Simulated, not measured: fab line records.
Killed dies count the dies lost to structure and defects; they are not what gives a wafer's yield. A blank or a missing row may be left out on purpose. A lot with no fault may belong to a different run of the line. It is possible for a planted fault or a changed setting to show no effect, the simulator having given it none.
What tool caused it? || flow sky130 || Sampling: 24 lots, 72 wafers, 5 of 708 route steps

WHAT THE GAUGES SHOWED, per wafer
SKY_LI_CONTACT_BOW_MEAS_03.
{"lot": "L074", "measured": "day 27 23:55", "on": "film-metro-01", "LI_CONTACT_BOW (um)": "48 61 61"}
{"lot": "L075", "measured": "day 28 10:45", "on": "film-metro-03", "LI_CONTACT_BOW (um)": "56 64 64"}
{"lot": "L076", "measured": "day 28 20:50", "on": "film-metro-04", "LI_CONTACT_BOW (um)": "64 58 57"}
{"lot": "L077", "measured": "day 29 04:34", "on": "film-metro-04", "LI_CONTACT_BOW (um)": "56 44 54"}
{"lot": "L078", "measured": "day 29 17:11", "on": "film-metro-04", "LI_CONTACT_BOW (um)": "51 61 60"}
{"lot": "L079", "measured": "day 30 00:25", "on": "film-metro-01", "LI_CONTACT_BOW (um)": "62 53 72"}
{"lot": "L080", "measured": "day 30 07:02", "on": "film-metro-03", "LI_CONTACT_BOW (um)": "55 62 53"}
{"lot": "L081", "measured": "day 30 09:20", "on": "film-metro-04", "LI_CONTACT_BOW (um)": "34 53 55"}
{"lot": "L082", "measured": "day 31 17:37", "on": "film-metro-01", "LI_CONTACT_BOW (um)": "55 70 49"}
{"lot": "L083", "measured": "day 31 18:28", "on": "film-metro-04", "LI_CONTACT_BOW (um)": "74 53 65"}
{"lot": "L084", "measured": "day 31 18:43", "on": "film-metro-01", "LI_CONTACT_BOW (um)": "65 57 60"}
{"lot": "L085", "measured": "day 31 23:30", "on": "film-metro-03", "LI_CONTACT_BOW (um)": "61 66 50"}
{"lot": "L086", "measured": "day 32 07:48", "on": "film-metro-04", "LI_CONTACT_BOW (um)": "54 56 59"}
{"lot": "L087", "measured": "day 33 02:31", "on": "film-metro-04", "LI_CONTACT_BOW (um)": "48 52 50"}
{"lot": "L088", "measured": "day 33 03:54", "on": "film-metro-04", "LI_CONTACT_BOW (um)": "60 44 49"}
{"lot": "L090", "measured": "day 33 13:52", "on": "film-metro-01", "LI_CONTACT_BOW (um)": "65 57 50"}
{"lot": "L089", "measured": "day 33 15:11", "on": "film-metro-03", "LI_CONTACT_BOW (um)": "54 60 62"}
{"lot": "L091", "measured": "day 33 18:25", "on": "film-metro-04", "LI_CONTACT_BOW (um)": "47 49 43"}
{"lot": "L092", "measured": "day 34 04:28", "on": "film-metro-01", "LI_CONTACT_BOW (um)": "52 41 47"}
{"lot": "L093", "measured": "day 34 10:34", "on": "film-metro-03", "LI_CONTACT_BOW (um)": "58 64 60"}
{"lot": "L094", "measured": "day 34 16:52", "on": "film-metro-01", "LI_CONTACT_BOW (um)": "56 55 49"}
{"lot": "L095", "measured": "day 35 04:01", "on": "film-metro-03", "LI_CONTACT_BOW (um)": "52 54 52"}
{"lot": "L096", "measured": "day 35 10:41", "on": "film-metro-01", "LI_CONTACT_BOW (um)": "51 52 57"}
{"lot": "L097", "measured": "day 35 12:21", "on": "film-metro-03", "LI_CONTACT_BOW (um)": "60 56 50"}

SKY_VIA3_OVL_MEAS_13.
{"lot": "L074", "measured": "day 39 18:36", "on": "overlay-01", "VIA3_OVL (nm)": "9 3 7"}
{"lot": "L075", "measured": "day 40 06:04", "on": "overlay-02", "VIA3_OVL (nm)": "-5 5 2"}
{"lot": "L076", "measured": "day 40 11:54", "on": "overlay-01", "VIA3_OVL (nm)": "7 7 7"}
{"lot": "L077", "measured": "day 40 20:10", "on": "overlay-02", "VIA3_OVL (nm)": "-1 -8 -7"}
{"lot": "L078", "measured": "day 41 05:47", "on": "overlay-01", "VIA3_OVL (nm)": "6 8 2"}
{"lot": "L079", "measured": "day 41 16:59", "on": "overlay-02", "VIA3_OVL (nm)": "-2 3 4"}
{"lot": "L080", "measured": "day 41 17:13", "on": "overlay-01", "VIA3_OVL (nm)": "9 7 7"}
{"lot": "L081", "measured": "day 41 18:56", "on": "overlay-01", "VIA3_OVL (nm)": "4 3 7"}
{"lot": "L082", "measured": "day 42 23:12", "on": "overlay-02", "VIA3_OVL (nm)": "9 2 5"}
{"lot": "L083", "measured": "day 43 00:17", "on": "overlay-01", "VIA3_OVL (nm)": "4 3 2"}
{"lot": "L084", "measured": "day 43 01:38", "on": "overlay-02", "VIA3_OVL (nm)": "9 -1 -1"}
{"lot": "L085", "measured": "day 43 06:46", "on": "overlay-01", "VIA3_OVL (nm)": "5 -3 -2"}
{"lot": "L086", "measured": "day 43 12:56", "on": "overlay-01", "VIA3_OVL (nm)": "-2 -7 -5"}
{"lot": "L087", "measured": "day 44 04:57", "on": "overlay-01", "VIA3_OVL (nm)": "-1 3 -1"}
{"lot": "L088", "measured": "day 44 05:40", "on": "overlay-02", "VIA3_OVL (nm)": "11 8 2"}
{"lot": "L090", "measured": "day 44 15:16", "on": "overlay-01", "VIA3_OVL (nm)": "5 3 0"}
{"lot": "L089", "measured": "day 44 15:28", "on": "overlay-02", "VIA3_OVL (nm)": "7 4 2"}
{"lot": "L091", "measured": "day 44 17:22", "on": "overlay-02", "VIA3_OVL (nm)": "0 3 4"}
{"lot": "L092", "measured": "day 45 00:19", "on": "overlay-01", "VIA3_OVL (nm)": "2 7 -3"}
{"lot": "L093", "measured": "day 45 07:46", "on": "overlay-01", "VIA3_OVL (nm)": "-7 2 -1"}
{"lot": "L094", "measured": "day 45 13:34", "on": "overlay-01", "VIA3_OVL (nm)": "1 1 3"}
{"lot": "L095", "measured": "day 45 23:02", "on": "overlay-01", "VIA3_OVL (nm)": "3 4 3"}
{"lot": "L096", "measured": "day 46 00:52", "on": "overlay-01", "VIA3_OVL (nm)": "-1 3 0"}
{"lot": "L097", "measured": "day 46 03:17", "on": "overlay-01", "VIA3_OVL (nm)": "-2 -5 1"}

WHAT TOOL EACH LOT RAN ON (gives the tool, then ch and the chambers of the sampled wafers, and finally the start)
{"lot": "L074", "SKY_POLY_CUT_ETCH_11": "rie-diel-01 ch 0,1,2, day 24 06:37", "SKY_METAL1_METAL_ETCH_19": "rie-metal-01 ch 0,1, day 32 20:48", "SKY_VIA2_ETCH_15": "rie-diel-03 ch 0,2,3, day 36 10:44"}
{"lot": "L075", "SKY_POLY_CUT_ETCH_11": "rie-diel-02 ch 0,1, day 24 18:17", "SKY_METAL1_METAL_ETCH_19": "rie-metal-01 ch 0,1, day 33 06:41", "SKY_VIA2_ETCH_15": "rie-diel-02 ch 1,2, day 36 19:59"}
{"lot": "L076", "SKY_POLY_CUT_ETCH_11": "rie-diel-03 ch 0,1,3, day 25 04:22", "SKY_METAL1_METAL_ETCH_19": "rie-metal-02 ch 0,1, day 33 16:05", "SKY_VIA2_ETCH_15": "rie-diel-03 ch 1,2,3, day 37 03:44"}
{"lot": "L077", "SKY_POLY_CUT_ETCH_11": "rie-diel-02 ch 1,2,3, day 25 12:13", "SKY_METAL1_METAL_ETCH_19": "rie-metal-04 ch 0,1, day 33 22:56", "SKY_VIA2_ETCH_15": "rie-diel-01 ch 1,2,3, day 37 12:29"}
{"lot": "L078", "SKY_POLY_CUT_ETCH_11": "rie-diel-01 ch 0,1,2, day 26 01:52", "SKY_METAL1_METAL_ETCH_19": "rie-metal-01 ch 0,1, day 34 10:21", "SKY_VIA2_ETCH_15": "rie-diel-01 ch 1,2,3, day 37 23:08"}
{"lot": "L079", "SKY_POLY_CUT_ETCH_11": "rie-diel-02 ch 0,2,3, day 26 06:40", "SKY_METAL1_METAL_ETCH_19": "rie-metal-02 ch 0,1, day 35 00:04", "SKY_VIA2_ETCH_15": "rie-diel-02 ch 0,2, day 38 10:20"}
{"lot": "L080", "SKY_POLY_CUT_ETCH_11": "rie-diel-01 ch 0,1,2, day 26 15:46", "SKY_METAL1_METAL_ETCH_19": "rie-metal-01 ch 0,1, day 35 00:25", "SKY_VIA2_ETCH_15": "rie-diel-03 ch 2,3, day 38 11:53"}
{"lot": "L081", "SKY_POLY_CUT_ETCH_11": "rie-diel-01 ch 0,1,2, day 26 17:28", "SKY_METAL1_METAL_ETCH_19": "rie-metal-04 ch 0,1, day 35 01:58", "SKY_VIA2_ETCH_15": "rie-diel-01 ch 0,1,2, day 38 13:20"}
{"lot": "L082", "SKY_POLY_CUT_ETCH_11": "rie-diel-03 ch 1,3, day 28 02:53", "SKY_METAL1_METAL_ETCH_19": "rie-metal-02 ch 0,1, day 36 09:55", "SKY_VIA2_ETCH_15": "rie-diel-03 ch 0,3, day 39 19:02"}
{"lot": "L083", "SKY_POLY_CUT_ETCH_11": "rie-diel-01 ch 1,2, day 28 03:34", "SKY_METAL1_METAL_ETCH_19": "rie-metal-04 ch 0,1, day 36 11:43", "SKY_VIA2_ETCH_15": "rie-diel-02 ch 0,2,3, day 39 20:11"}
{"lot": "L084", "SKY_POLY_CUT_ETCH_11": "rie-diel-02 ch 0,1, day 28 03:55", "SKY_METAL1_METAL_ETCH_19": "rie-metal-02 ch 0,1, day 36 12:04", "SKY_VIA2_ETCH_15": "rie-diel-03 ch 0,1,2, day 39 21:29"}
{"lot": "L085", "SKY_POLY_CUT_ETCH_11": "rie-diel-03 ch 0,1,3, day 28 10:31", "SKY_METAL1_METAL_ETCH_19": "rie-metal-02 ch 0,1, day 36 16:44", "SKY_VIA2_ETCH_15": "rie-diel-01 ch 0,2,3, day 40 02:59"}
{"lot": "L086", "SKY_POLY_CUT_ETCH_11": "rie-diel-03 ch 0,3, day 28 17:49", "SKY_METAL1_METAL_ETCH_19": "rie-metal-02 ch 0,1, day 36 23:34", "SKY_VIA2_ETCH_15": "rie-diel-02 ch 0,1, day 40 09:11"}
{"lot": "L087", "SKY_POLY_CUT_ETCH_11": "rie-diel-02 ch 0,1, day 29 13:46", "SKY_METAL1_METAL_ETCH_19": "rie-metal-04 ch 0,1, day 37 18:31", "SKY_VIA2_ETCH_15": "rie-diel-01 ch 1,3, day 41 03:14"}
{"lot": "L088", "SKY_POLY_CUT_ETCH_11": "rie-diel-01 ch 1,2, day 29 16:10", "SKY_METAL1_METAL_ETCH_19": "rie-metal-02 ch 0,1, day 37 19:26", "SKY_VIA2_ETCH_15": "rie-diel-01 ch 0,1,2, day 41 03:59"}
{"lot": "L090", "SKY_POLY_CUT_ETCH_11": "rie-diel-03 ch 0,1,2, day 30 01:29", "SKY_METAL1_METAL_ETCH_19": "rie-metal-04 ch 0,1, day 38 04:03", "SKY_VIA2_ETCH_15": "rie-diel-03 ch 0,1, day 41 11:47"}
{"lot": "L089", "SKY_POLY_CUT_ETCH_11": "rie-diel-02 ch 2,3, day 30 02:49", "SKY_METAL1_METAL_ETCH_19": "rie-metal-01 ch 0,1, day 38 05:50", "SKY_VIA2_ETCH_15": "rie-diel-03 ch 0,2,3, day 41 12:47"}
{"lot": "L091", "SKY_POLY_CUT_ETCH_11": "rie-diel-02 ch 1,2, day 30 08:11", "SKY_METAL1_METAL_ETCH_19": "rie-metal-04 ch 0,1, day 38 08:26", "SKY_VIA2_ETCH_15": "rie-diel-02 ch 0,2, day 41 15:20"}
{"lot": "L092", "SKY_POLY_CUT_ETCH_11": "rie-diel-02 ch 0,1,2, day 30 17:34", "SKY_METAL1_METAL_ETCH_19": "rie-metal-01 ch 0,1, day 38 17:34", "SKY_VIA2_ETCH_15": "rie-diel-03 ch 0,1, day 41 23:38"}
{"lot": "L093", "SKY_POLY_CUT_ETCH_11": "rie-diel-01 ch 0,1,3, day 30 23:32", "SKY_METAL1_METAL_ETCH_19": "rie-metal-04 ch 0,1, day 39 01:39", "SKY_VIA2_ETCH_15": "rie-diel-02 ch 1,2,3, day 42 07:11"}
{"lot": "L094", "SKY_POLY_CUT_ETCH_11": "rie-diel-01 ch 0,1,2, day 31 06:35", "SKY_METAL1_METAL_ETCH_19": "rie-metal-02 ch 0,1, day 39 05:18", "SKY_VIA2_ETCH_15": "rie-diel-01 ch 0,1,2, day 42 12:17"}
{"lot": "L095", "SKY_POLY_CUT_ETCH_11": "rie-diel-03 ch 1,3, day 31 17:58", "SKY_METAL1_METAL_ETCH_19": "rie-metal-04 ch 0,1, day 39 17:41", "SKY_VIA2_ETCH_15": "rie-diel-03 ch 1,2, day 43 00:08"}
{"lot": "L096", "SKY_POLY_CUT_ETCH_11": "rie-diel-01 ch 0,1, day 32 00:19", "SKY_METAL1_METAL_ETCH_19": "rie-metal-02 ch 0,1, day 39 23:17", "SKY_VIA2_ETCH_15": "rie-diel-02 ch 0,2,3, day 43 04:14"}
{"lot": "L097", "SKY_POLY_CUT_ETCH_11": "rie-diel-02 ch 2,3, day 32 01:37", "SKY_METAL1_METAL_ETCH_19": "rie-metal-01 ch 0,1, day 39 23:59", "SKY_VIA2_ETCH_15": "rie-diel-03 ch 0,1, day 43 05:32"}
- SKY_POLY_CUT_ETCH_11: etches Si3N4 in CF4/CH2F2/Ar, stops on poly-Si, time 42.5 s, target depth 60 nm.
- SKY_METAL1_METAL_ETCH_19: etches the open film in Cl2/BCl3, stops on SiO2, target depth 360 nm, time 78 s.
- SKY_VIA2_ETCH_15: etches SiO2 in C4F8/O2/Ar, stops on TiN, target depth 546 nm, time 84 s.

WHAT THE TOOLS THEMSELVES READ (means of the sampled wafers that have a number; where no wafer has one, the mark that the record gives instead)
SKY_POLY_CUT_ETCH_11.
{"lot": "L074", "tool": "rie-diel-01", "drypump-motor-current-A (A)": 5.4, "oes-product-au (a.u.)": 0.823, "throttle-valve-pct (%)": 14.984}
{"lot": "L075", "tool": "rie-diel-02", "drypump-motor-current-A (A)": 5.8, "oes-product-au (a.u.)": 0.822, "throttle-valve-pct (%)": 15.001}
{"lot": "L076", "tool": "rie-diel-03", "drypump-motor-current-A (A)": 6.2, "oes-product-au (a.u.)": 0.830, "throttle-valve-pct (%)": 14.985}
{"lot": "L077", "tool": "rie-diel-02", "drypump-motor-current-A (A)": 5.4, "oes-product-au (a.u.)": 0.832, "throttle-valve-pct (%)": 14.994}
{"lot": "L078", "tool": "rie-diel-01", "drypump-motor-current-A (A)": 5.4, "oes-product-au (a.u.)": 0.838, "throttle-valve-pct (%)": 15.004}
{"lot": "L079", "tool": "rie-diel-02", "drypump-motor-current-A (A)": 5.5, "oes-product-au (a.u.)": 0.838, "throttle-valve-pct (%)": 15.005}
{"lot": "L080", "tool": "rie-diel-01", "drypump-motor-current-A (A)": 5.4, "oes-product-au (a.u.)": 0.837, "throttle-valve-pct (%)": 14.994}
{"lot": "L081", "tool": "rie-diel-01", "drypump-motor-current-A (A)": 5.4, "oes-product-au (a.u.)": 0.832, "throttle-valve-pct (%)": 14.998}
{"lot": "L082", "tool": "rie-diel-03", "drypump-motor-current-A (A)": 6.3, "oes-product-au (a.u.)": 0.833, "throttle-valve-pct (%)": 14.995}
{"lot": "L083", "tool": "rie-diel-01", "drypump-motor-current-A (A)": 5.3, "oes-product-au (a.u.)": 0.829, "throttle-valve-pct (%)": 14.992}
{"lot": "L084", "tool": "rie-diel-02", "drypump-motor-current-A (A)": 5.6, "oes-product-au (a.u.)": 0.827, "throttle-valve-pct (%)": 14.997}
{"lot": "L085", "tool": "rie-diel-03", "drypump-motor-current-A (A)": 6.2, "oes-product-au (a.u.)": 0.830, "throttle-valve-pct (%)": 15.001}
{"lot": "L086", "tool": "rie-diel-03", "drypump-motor-current-A (A)": 6.4, "oes-product-au (a.u.)": 0.829, "throttle-valve-pct (%)": 14.990}
{"lot": "L087", "tool": "rie-diel-02", "drypump-motor-current-A (A)": 5.8, "oes-product-au (a.u.)": 0.827, "throttle-valve-pct (%)": 14.991}
{"lot": "L088", "tool": "rie-diel-01", "drypump-motor-current-A (A)": 5.1, "oes-product-au (a.u.)": 0.834, "throttle-valve-pct (%)": 14.989}
{"lot": "L090", "tool": "rie-diel-03", "drypump-motor-current-A (A)": 5.8, "oes-product-au (a.u.)": 0.831, "throttle-valve-pct (%)": 14.992}
{"lot": "L089", "tool": "rie-diel-02", "drypump-motor-current-A (A)": 5.4, "oes-product-au (a.u.)": 0.828, "throttle-valve-pct (%)": 14.995}
{"lot": "L091", "tool": "rie-diel-02", "drypump-motor-current-A (A)": 5.2, "oes-product-au (a.u.)": 0.836, "throttle-valve-pct (%)": 14.991}
{"lot": "L092", "tool": "rie-diel-02", "drypump-motor-current-A (A)": 5.5, "oes-product-au (a.u.)": 0.828, "throttle-valve-pct (%)": 14.995}
{"lot": "L093", "tool": "rie-diel-01", "drypump-motor-current-A (A)": 5.9, "oes-product-au (a.u.)": 0.824, "throttle-valve-pct (%)": 14.988}
{"lot": "L094", "tool": "rie-diel-01", "drypump-motor-current-A (A)": 5.4, "oes-product-au (a.u.)": 0.826, "throttle-valve-pct (%)": 14.998}
{"lot": "L095", "tool": "rie-diel-03", "drypump-motor-current-A (A)": 6.3, "oes-product-au (a.u.)": 0.828, "throttle-valve-pct (%)": 14.999}
{"lot": "L096", "tool": "rie-diel-01", "drypump-motor-current-A (A)": 5.6, "oes-product-au (a.u.)": 0.833, "throttle-valve-pct (%)": 14.995}
{"lot": "L097", "tool": "rie-diel-02", "drypump-motor-current-A (A)": 5.2, "oes-product-au (a.u.)": 0.832, "throttle-valve-pct (%)": 15.006}

SKY_METAL1_METAL_ETCH_19.
{"lot": "L074", "tool": "rie-metal-01", "drypump-motor-current-A (A)": 5.1, "oes-product-au (a.u.)": 0.856, "throttle-valve-pct (%)": 22.264}
{"lot": "L075", "tool": "rie-metal-01", "drypump-motor-current-A (A)": 5.2, "oes-product-au (a.u.)": 0.858, "throttle-valve-pct (%)": 22.266}
{"lot": "L076", "tool": "rie-metal-02", "drypump-motor-current-A (A)": 5.6, "oes-product-au (a.u.)": 0.861, "throttle-valve-pct (%)": 22.265}
{"lot": "L077", "tool": "rie-metal-04", "drypump-motor-current-A (A)": 5.5, "oes-product-au (a.u.)": 0.861, "throttle-valve-pct (%)": 22.262}
{"lot": "L078", "tool": "rie-metal-01", "drypump-motor-current-A (A)": 5.1, "oes-product-au (a.u.)": 0.855, "throttle-valve-pct (%)": 22.263}
{"lot": "L079", "tool": "rie-metal-02", "drypump-motor-current-A (A)": 5.6, "oes-product-au (a.u.)": 0.859, "throttle-valve-pct (%)": 22.267}
{"lot": "L080", "tool": "rie-metal-01", "drypump-motor-current-A (A)": 5.1, "oes-product-au (a.u.)": 0.855, "throttle-valve-pct (%)": 22.262}
{"lot": "L081", "tool": "rie-metal-04", "drypump-motor-current-A (A)": 5.6, "oes-product-au (a.u.)": 0.863, "throttle-valve-pct (%)": 22.264}
{"lot": "L082", "tool": "rie-metal-02", "drypump-motor-current-A (A)": 5.6, "oes-product-au (a.u.)": 0.851, "throttle-valve-pct (%)": 22.255}
{"lot": "L083", "tool": "rie-metal-04", "drypump-motor-current-A (A)": 5.6, "oes-product-au (a.u.)": 0.856, "throttle-valve-pct (%)": 22.261}
{"lot": "L084", "tool": "rie-metal-02", "drypump-motor-current-A (A)": 5.9, "oes-product-au (a.u.)": 0.856, "throttle-valve-pct (%)": 22.255}
{"lot": "L085", "tool": "rie-metal-02", "drypump-motor-current-A (A)": 5.6, "oes-product-au (a.u.)": 0.852, "throttle-valve-pct (%)": 22.267}
{"lot": "L086", "tool": "rie-metal-02", "drypump-motor-current-A (A)": 5.9, "oes-product-au (a.u.)": 0.854, "throttle-valve-pct (%)": 22.260}
{"lot": "L087", "tool": "rie-metal-04", "drypump-motor-current-A (A)": 5.5, "oes-product-au (a.u.)": 0.850, "throttle-valve-pct (%)": 22.259}
{"lot": "L088", "tool": "rie-metal-02", "drypump-motor-current-A (A)": 5.6, "oes-product-au (a.u.)": 0.854, "throttle-valve-pct (%)": 22.261}
{"lot": "L090", "tool": "rie-metal-04", "drypump-motor-current-A (A)": 5.6, "oes-product-au (a.u.)": 0.847, "throttle-valve-pct (%)": 22.259}
{"lot": "L089", "tool": "rie-metal-01", "drypump-motor-current-A (A)": 5.1, "oes-product-au (a.u.)": 0.860, "throttle-valve-pct (%)": 22.267}
{"lot": "L091", "tool": "rie-metal-04", "drypump-motor-current-A (A)": 5.5, "oes-product-au (a.u.)": 0.849, "throttle-valve-pct (%)": 22.270}
{"lot": "L092", "tool": "rie-metal-01", "drypump-motor-current-A (A)": 5.2, "oes-product-au (a.u.)": 0.856, "throttle-valve-pct (%)": 22.265}
{"lot": "L093", "tool": "rie-metal-04", "drypump-motor-current-A (A)": 5.6, "oes-product-au (a.u.)": 0.856, "throttle-valve-pct (%)": 22.273}
{"lot": "L094", "tool": "rie-metal-02", "drypump-motor-current-A (A)": 5.9, "oes-product-au (a.u.)": 0.857, "throttle-valve-pct (%)": 22.266}
{"lot": "L095", "tool": "rie-metal-04", "drypump-motor-current-A (A)": 5.5, "oes-product-au (a.u.)": 0.858, "throttle-valve-pct (%)": 22.261}
{"lot": "L096", "tool": "rie-metal-02", "drypump-motor-current-A (A)": 5.9, "oes-product-au (a.u.)": 0.859, "throttle-valve-pct (%)": 22.273}
{"lot": "L097", "tool": "rie-metal-01", "drypump-motor-current-A (A)": 5.2, "oes-product-au (a.u.)": 0.852, "throttle-valve-pct (%)": 22.272}

SKY_VIA2_ETCH_15.
{"lot": "L074", "tool": "rie-diel-03", "oes-product-au (a.u.)": 0.938}
{"lot": "L075", "tool": "rie-diel-02", "oes-product-au (a.u.)": 0.938}
{"lot": "L076", "tool": "rie-diel-03", "oes-product-au (a.u.)": 0.943}
{"lot": "L077", "tool": "rie-diel-01", "oes-product-au (a.u.)": 0.942}
{"lot": "L078", "tool": "rie-diel-01", "oes-product-au (a.u.)": 0.937}
{"lot": "L079", "tool": "rie-diel-02", "oes-product-au (a.u.)": 0.938}
{"lot": "L080", "tool": "rie-diel-03", "oes-product-au (a.u.)": 0.937}
{"lot": "L081", "tool": "rie-diel-01", "oes-product-au (a.u.)": 0.945}
{"lot": "L082", "tool": "rie-diel-03", "oes-product-au (a.u.)": 0.940}
{"lot": "L083", "tool": "rie-diel-02", "oes-product-au (a.u.)": 0.943}
{"lot": "L084", "tool": "rie-diel-03", "oes-product-au (a.u.)": 0.940}
{"lot": "L085", "tool": "rie-diel-01", "oes-product-au (a.u.)": 0.942}
{"lot": "L086", "tool": "rie-diel-02", "oes-product-au (a.u.)": 0.939}
{"lot": "L087", "tool": "rie-diel-01", "oes-product-au (a.u.)": 0.937}
{"lot": "L088", "tool": "rie-diel-01", "oes-product-au (a.u.)": 0.942}
{"lot": "L090", "tool": "rie-diel-03", "oes-product-au (a.u.)": 0.939}
{"lot": "L089", "tool": "rie-diel-03", "oes-product-au (a.u.)": 0.939}
{"lot": "L091", "tool": "rie-diel-02", "oes-product-au (a.u.)": 0.938}
{"lot": "L092", "tool": "rie-diel-03", "oes-product-au (a.u.)": 0.943}
{"lot": "L093", "tool": "rie-diel-02", "oes-product-au (a.u.)": 0.937}
{"lot": "L094", "tool": "rie-diel-01", "oes-product-au (a.u.)": 0.939}
{"lot": "L095", "tool": "rie-diel-03", "oes-product-au (a.u.)": 0.940}
{"lot": "L096", "tool": "rie-diel-02", "oes-product-au (a.u.)": 0.942}
{"lot": "L097", "tool": "rie-diel-03", "oes-product-au (a.u.)": 0.943}

THE ANSWER, worked out from the rows above alone
Rule: the usual values come from the lots themselves. Put in order of their means at a reading, lots are off if they are a third of the lots or fewer, leave a main group of 4 or more, and stand apart from it by a gap of 3 or more times the standard deviation of the main group's means; of several such gaps the widest counts. If all means in a main group match to the digits the tables above print for the reading, that group is not used. A lot without any number at a reading at which 4 lots or more have one is off too. All remaining lots with rows at the step are treated as sound. The gauges are gone through in route order, then the tools' own readings, and for those a lot's mean is taken as printed above. At the first step where some lot is off, the reading lying furthest off is the one used; lots without a number count as furthest.
Across all readings shown, no lot is off: no conclusion can be drawn from this.

WHAT THE SIMULATOR HAD INSERTED
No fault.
